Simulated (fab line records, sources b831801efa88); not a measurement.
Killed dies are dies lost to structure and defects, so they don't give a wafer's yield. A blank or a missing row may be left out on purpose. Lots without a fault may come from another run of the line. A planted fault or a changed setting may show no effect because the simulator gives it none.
A struck lot beside a sound one | flow sky130 | 15 steps out of a route of 708
Sound: wafers L780.2, L780.3, L780.4. Struck: wafer L791.6. (L791.2, L791.4 of the same lot were not struck and are left out.) The cause comes at the end.
At each step with rows: each side's tool, then ch and its chambers, then its first start. Under that, the readings that differ: sound wafers | struck wafers | difference of the means | sigmas: that difference in standard deviations of wafers without a fault.
alike: readings whose means differ by less than 2 such deviations, and words and numbers that are the same on both sides. not compared: withheld readings, readings that some wafer has no value for, bounds like >300 that may hide the same value, and numbers for which the record gives no deviation and whose values overlap.
The two part at a step that has a row with sigmas, a row that says differs or no value, or rows on one side only. Numbers that don't overlap but have no deviation are shown without sigmas and don't part them. A reading that every wafer of one side lacks parts them only if that side has two wafers or more.

SKY_VIA2_STRIP_16: strips in O2/N2.
  sound on plasma_asher-04 ch 0,1, day 36 06:10; struck on plasma_asher-04 ch 1, day 40 16:08
  alike: drypump_motor_current_A, n2_flow_sccm, oes_product_au, strip_time_to_endpoint_s
  not compared: rf_hours_counter_h
then, 4 steps without rows for these wafers: SKY_VIA2_STRIP_17 (strips in post etch residue remover, time 1200 s); SKY_VIA2_CLEAN_18 (cleans in IPA, time 180 s); SKY_VIA2_CLEAN_19 (cleans in O3/DIW); SKY_VIA2_SPUTTER_20 (material TiN, target thk 20 nm, time 80 s).
SKY_VIA2_CVD_21: deposits W, target thk 420 nm, time 126.4 s.
  sound on cvd_w-02 ch 0,1, day 36 06:52; struck on cvd_w-02 ch 0, day 40 16:53
  alike: heater_power_w
SKY_VIA2_RS_MEAS_22: measures by four-point-probe.
  sound on film_metro-03, day 36 07:01; struck on film_metro-04, day 40 17:02
  alike: VIA2_W_RS
SKY_VIA2_THK_MEAS_23: measures by xrf.
  sound on film_metro-03, day 36 07:07; struck on film_metro-04, day 40 17:09
  alike: VIA2_W_THK
SKY_VIA2_CMP_24: polishes, stops on SiO2, t overpolish 20 s, target thk 0 nm.
  sound on cmp-02 ch 1,2,3, day 36 07:10; struck on cmp-02 ch 0, day 40 17:12
  alike: motor_current_A, overpolish_run_s, time_to_endpoint_s
then, 1 step without rows for these wafers: SKY_METAL3_SPUTTER_00 (material Ti, target thk 15 nm, time 10 s).
SKY_METAL3_SPUTTER_01: material TiN, target thk 20 nm, time 16.7 s.
  sound on pvd_sputter-04, day 36 07:29; struck on pvd_sputter-04, day 40 17:31
  alike: cathode_dc_power_W, throttle_valve_pct
then, 1 step without rows for these wafers: SKY_METAL3_SPUTTER_02 (material AlCu, target thk 735 nm, time 39.1 s).
SKY_METAL3_SPUTTER_03: material Ti, target thk 5 nm, time 3.3 s.
  sound on pvd_sputter-04, day 36 07:34; struck on pvd_sputter-04, day 40 17:35
  reading                                   | sound                | struck | difference | sigmas
  cathode_dc_power_W (W)                    | 2999.6 3000.0 2999.7 | 2705.1 | -294.7     | -99 or more
  model.Ti_of_METAL3_SPUTTER_03.thk_nm (nm) | 5.193 5.358 5.2      | 4.722  | -0.528     |
  alike: throttle_valve_pct
SKY_METAL3_SPUTTER_04: material TiN, target thk 70 nm, time 58.3 s.
  sound on pvd_sputter-04, day 36 07:35; struck on pvd_sputter-04, day 40 17:37
  alike: cathode_dc_power_W, throttle_valve_pct
-- the record jumps here: 8 days lie between the struck wafers' starts before and after (it left off in module METAL3 and takes up again in module PAD_OPEN, whose first step shown is number 708 of the route) --
SKY_PAD_OPEN_PROBE_99:
  sound on prober-01, day 45 15:17; struck on prober-02, day 49 03:42
  reading               | sound       | struck | difference | sigmas
  killed_at_M0_to_M3    | 41 53 53    | 33     | -16        | -2
  killed_open           | 61 60 56    | 43     | -16        | -2
  sort_bin_6_memory (%) | 6.9 8.3 8.5 | 3.9    | -4.0       | -3
  alike: defect_limited_yield, killed_at_M4_up, killed_at_contacts, killed_at_front_end, killed_at_other, killed_dies, killed_short, sort_bin_3_pad_short, sort_bin_5_function, sort_n_pass, sort_yield_pct

WHERE THEY PART
First at SKY_METAL3_SPUTTER_03; last, within this record, at SKY_PAD_OPEN_PROBE_99.

WHY: what the simulator had put in
Process parameter drift: pvd_sputter-04, from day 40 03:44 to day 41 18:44, at SKY_METAL3_SPUTTER_03. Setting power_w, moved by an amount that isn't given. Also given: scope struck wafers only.
